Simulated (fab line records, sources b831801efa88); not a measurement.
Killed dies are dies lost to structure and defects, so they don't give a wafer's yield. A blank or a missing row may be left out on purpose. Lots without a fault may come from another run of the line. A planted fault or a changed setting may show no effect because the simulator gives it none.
A struck lot beside a sound one | flow sky130 | 24 steps out of a route of 708
Sound: wafers L724.2, L724.4, L724.6. Struck: wafers L729.2, L729.3, L729.4. The cause comes at the end.
At each step with rows: each side's tool, then ch and its chambers, then its first start. Under that, the readings that differ: sound wafers | struck wafers | difference of the means | sigmas: that difference in standard deviations of wafers without a fault.
alike: readings whose means differ by less than 2 such deviations, and words and numbers that are the same on both sides. not compared: withheld readings, readings that some wafer has no value for, bounds like >300 that may hide the same value, and numbers for which the record gives no deviation and whose values overlap.
The two part at a step that has a row with sigmas, a row that says differs or no value, or rows on one side only. Numbers that don't overlap but have no deviation are shown without sigmas and don't part them. A reading that every wafer of one side lacks parts them only if that side has two wafers or more.

first, 4 steps without rows for these wafers: SKY_LDD_N_SOFTBAKE_03 (time 57.73 s); SKY_LDD_N_EXPOSE_04 (exposes mask NTM, target cd 840 nm); SKY_LDD_N_PEB_05; SKY_LDD_N_DEVELOP_06 (develop time 60 s).
SKY_LDD_N_OVL_MEAS_07:
  sound on overlay-02, day 19 22:58; struck on overlay-01, day 21 23:16
  alike: LDD_N_OVL
then, 7 steps without rows for these wafers: SKY_LDD_N_IMPLANT_08; SKY_LDD_N_IMPLANT_09; SKY_LDD_N_IMPLANT_10; SKY_LDD_N_IMPLANT_11; SKY_LDD_N_IMPLANT_12; SKY_LDD_N_IMPLANT_13; SKY_LDD_N_IMPLANT_14.
SKY_LDD_N_IMPLANT_15:
  sound on implanter-03 ch 0, day 20 00:05; struck on implanter-03 ch 0, day 22 00:23
  reading            | sound                     | struck                       | difference | sigmas
  dose_ions_cm2      | 5e+12 5.006e+12 4.994e+12 | 7.28e+12 7.283e+12 7.272e+12 | +2.28e+12  | +99 or more
  faraday_current_uA | 27.8 28.1 27.9            | 42.2 41.7 39.9               | +13.3      | +26
  alike: end_station_pressure_torr
SKY_LDD_N_STRIP_16: strips in O2/N2.
  sound on plasma_asher-01 ch 0,1, day 20 00:12; struck on plasma_asher-03 ch 0,1, day 22 00:30
  alike: drypump_motor_current_A, oes_product_au, strip_time_to_endpoint_s
  not compared: rf_hours_counter_h
SKY_LDD_N_TW_MEAS_17:
  sound on film_metro-04, day 20 00:19; struck on film_metro-04, day 22 00:37
  alike: LDD_N_TW
then, 6 steps without rows for these wafers: SKY_LDD_P_DEHYDRATE_00 (time 60 s); SKY_LDD_P_HMDS_01 (prime time 60 s); SKY_LDD_P_COAT_02 (resist thk 1140 nm); SKY_LDD_P_SOFTBAKE_03 (time 60 s); SKY_LDD_P_EXPOSE_04 (exposes mask PSDM, target cd 380 nm); SKY_LDD_P_PEB_05.
SKY_LDD_P_DEVELOP_06: develop time 60 s.
  sound on litho_track-03 ch 0, day 21 07:35; struck on litho_track-04 ch 0, day 23 07:27
  reading                | sound             | struck            | difference | sigmas
  model.LDD_P.cd_nm (nm) | 380.4 380.7 381.8 | 374.5 373.9 373.8 | -6.9       |
  alike: developer_temp_C
SKY_LDD_P_CD_MEAS_07: target cd 380 nm.
  sound on cd_sem-01, day 21 07:44; struck on cd_sem-01, day 23 07:36
  reading    | sound             | struck            | difference | sigmas
  cd_nm (nm) | 380.2 380.9 381.6 | 374.7 373.8 373.7 | -6.8       | -3
-- the record jumps here: 25 days lie between the struck wafers' starts before and after (it left off in module LDD_P and takes up again in module PAD_OPEN, whose first step shown is number 708 of the route) --
SKY_PAD_OPEN_PROBE_99:
  sound on prober-01, day 47 06:29; struck on prober-02, day 48 14:40
  reading                                   | sound                | struck               | difference | sigmas
  model.etest.nfet_01v8_turned.vt_sat_v (V) | 0.6379 0.6328 0.643  | 0.6787 0.6871 0.6744 | +0.0422    |
  model.etest.nfet_01v8_lvt.vt_sat_v (V)    | 0.5269 0.5168 0.5317 | 0.5471 0.561 0.5465  | +0.0264    |
  model.etest.nfet_01v8_turned.vt_v (V)     | 0.6891 0.6854 0.6912 | 0.7117 0.7201 0.7097 | +0.0253    |
  alike: killed_at_M0_to_M3, killed_at_M4_up, killed_at_contacts, killed_at_front_end, killed_at_other, killed_dies, killed_open, killed_short

WHERE THEY PART
First at SKY_LDD_N_IMPLANT_15; last, within this record, at SKY_LDD_P_CD_MEAS_07. Later steps at which nothing parts them and some readings are alike: SKY_PAD_OPEN_PROBE_99.

WHY: what the simulator had put in
Process parameter drift: implanter-03, from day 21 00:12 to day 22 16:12, at SKY_LDD_N_IMPLANT_15. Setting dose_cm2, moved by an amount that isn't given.
